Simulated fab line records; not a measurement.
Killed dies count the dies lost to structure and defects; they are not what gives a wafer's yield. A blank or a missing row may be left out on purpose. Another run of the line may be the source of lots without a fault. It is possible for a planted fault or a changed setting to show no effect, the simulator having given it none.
2 desks, one fault ; flow sky130 ; numbers are kept per desk, each desk with only its own; the story behind them comes last

## METROLOGY DESK
Lot by lot, what the gauges showed, no matter which tool ran the lot: averages of those sampled wafers that carry a number. A lot is out of limits, marked OUT, if its mean lies more than 4 standard deviations from the usual mean; the brackets give that distance.
Columns: A = VIA3_HDPCVD_THK at SKY_VIA3_THK_MEAS_01, usual 1631 nm
lot;first seen here;A
L625;day 38 15:58;1620
L627;day 39 02:14;1643
L628;day 39 13:30;1634
L631;day 40 10:49;1636
L633;day 40 22:24;1625
L634;day 41 07:10;1629
L636;day 42 07:37;1617
L637;day 42 10:01;1647
L638;day 42 15:49;1628
L640;day 43 05:56;1621
L648;day 45 05:32;1648
L647;day 45 09:18;1634
Finding of this desk: none of the 12 lots has anything out of limits.

## TOOL OWNER'S DESK, rie_diel-01
The tool's own readings at SKY_METAL4_ETCH_17 (etches SiO2 in C4F8/O2/Ar, stops on TiN, time 3.9 s, target depth 15 nm): means of the sampled wafers that have a number, for each lot that ran on this tool. A lot is out of limits, marked OUT, if its mean lies more than 4 standard deviations from the usual mean; the brackets give that distance.
Columns: A = bias_w at SKY_METAL4_ETCH_17, usual 1199 W; B = chamber_pressure_mTorr at SKY_METAL4_ETCH_17, usual 40.00 mTorr; C = oes_product_au at SKY_METAL4_ETCH_17, usual 0.754 a.u.
lot;first seen here;A;B;C
L625;day 41 19:49;1202;40.00;0.740
L627;day 42 06:37;1197;40.01;0.764
L628;day 42 15:18;1200;40.01;0.750
L633;day 44 00:18;1198;39.99;0.755
L634;day 44 07:15;1200;40.02;0.755
Finding of this desk: none of the 5 lots has anything out of limits.

## ALL TOGETHER
Nothing out of limits was seen by the metrology desk.
Nothing out of limits was seen by the tool owner's desk.

## WHAT THE SIMULATOR HAD PUT IN
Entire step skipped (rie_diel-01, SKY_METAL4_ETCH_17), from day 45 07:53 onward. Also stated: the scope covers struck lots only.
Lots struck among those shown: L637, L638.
